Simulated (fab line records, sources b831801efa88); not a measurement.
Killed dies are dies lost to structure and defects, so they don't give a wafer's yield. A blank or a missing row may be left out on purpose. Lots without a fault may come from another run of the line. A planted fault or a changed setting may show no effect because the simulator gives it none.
Which tool did it? | flow gf180mcu | 13 lots, 39 wafers sampled, at 2 steps of a route of 602

WHAT THE GAUGES READ, wafer by wafer
GF_V5_OVL_MEAS_15. Usual: V5_OVL 2 nm, standard deviation 4.6.
lot  | measured     | on         | V5_OVL (nm) | flag
L413 | day 28 03:05 | overlay-01 | 3 7 5       |
L414 | day 28 12:24 | overlay-02 | -3 3 -1     |
L415 | day 28 12:44 | overlay-01 | 3 3 6       |
L416 | day 29 03:20 | overlay-01 | -12 0 4     |
L417 | day 29 13:29 | overlay-02 | 2 5 4       |
L418 | day 29 18:38 | overlay-02 | -1 9 7      |
L419 | day 29 19:10 | overlay-02 | 1 -2 -4     |
L420 | day 30 09:48 | overlay-01 | -1 8 3      |
L422 | day 30 18:56 | overlay-02 | 2 0 0       |
L424 | day 31 10:47 | overlay-01 | 0 -2 1      |
L428 | day 32 05:59 | overlay-01 | -5 -3 -5    |
L429 | day 32 13:21 | overlay-01 | -1 -3 0     |
L434 | day 33 15:17 | overlay-01 | 5 0 -1      |

WHICH TOOL RAN EACH LOT (tool, then ch and the chambers of the sampled wafers, then the start)
lot  | GF_V4_SPUTTER_21
L413 | pvd_sputter-03, day 25 09:26
L414 | pvd_sputter-03, day 25 19:19
L415 | pvd_sputter-02, day 25 20:25
L416 | pvd_sputter-02, day 26 12:10
L417 | pvd_sputter-02, day 26 22:32
L418 | pvd_sputter-02, day 27 03:47
L419 | pvd_sputter-03, day 27 03:50
L420 | pvd_sputter-03, day 27 19:34
L422 | pvd_sputter-03, day 28 07:01
L424 | pvd_sputter-03, day 28 22:41
L428 | pvd_sputter-04, day 29 20:19
L429 | pvd_sputter-02, day 30 03:13
L434 | pvd_sputter-03, day 31 08:55
- GF_V4_SPUTTER_21: material Ti, target thk 15 nm, time 80.02 s.

WHAT THE TOOLS THEMSELVES READ (means of the sampled wafers that have a number; where no wafer has one, the mark that the record gives instead)
GF_V4_SPUTTER_21. Usual: throttle_valve_pct 29.7 %, standard deviation 1.1.
lot  | tool           | throttle_valve_pct (%) | flag
L413 | pvd_sputter-03 | 29.9                   |
L414 | pvd_sputter-03 | 30.2                   |
L415 | pvd_sputter-02 | 30.1                   |
L416 | pvd_sputter-02 | 30.1                   |
L417 | pvd_sputter-02 | 30.0                   |
L418 | pvd_sputter-02 | 30.1                   |
L419 | pvd_sputter-03 | 28.4                   |
L420 | pvd_sputter-03 | 28.7                   |
L422 | pvd_sputter-03 | 29.7                   |
L424 | pvd_sputter-03 | 30.1                   |
L428 | pvd_sputter-04 | 30.0                   |
L429 | pvd_sputter-02 | 29.8                   |
L434 | pvd_sputter-03 | 30.1                   |

THE ANSWER, worked out from the rows above alone
Rule: a lot is off if the mean of its wafers that have a number lies more than 3 standard deviations from the usual mean. A lot without any number at a reading at which 4 lots or more have one is off too. The other lots that the step has rows for count as sound. The gauges are gone through in route order, then the tools' own readings, and for those a lot's mean is taken as printed above. The first step at which some lot is off is used, and at that step the reading that is off furthest; a lot without a number counts as furthest.
No lot is off at any reading shown: from this, nothing can be told.

WHAT THE SIMULATOR HAD PUT IN
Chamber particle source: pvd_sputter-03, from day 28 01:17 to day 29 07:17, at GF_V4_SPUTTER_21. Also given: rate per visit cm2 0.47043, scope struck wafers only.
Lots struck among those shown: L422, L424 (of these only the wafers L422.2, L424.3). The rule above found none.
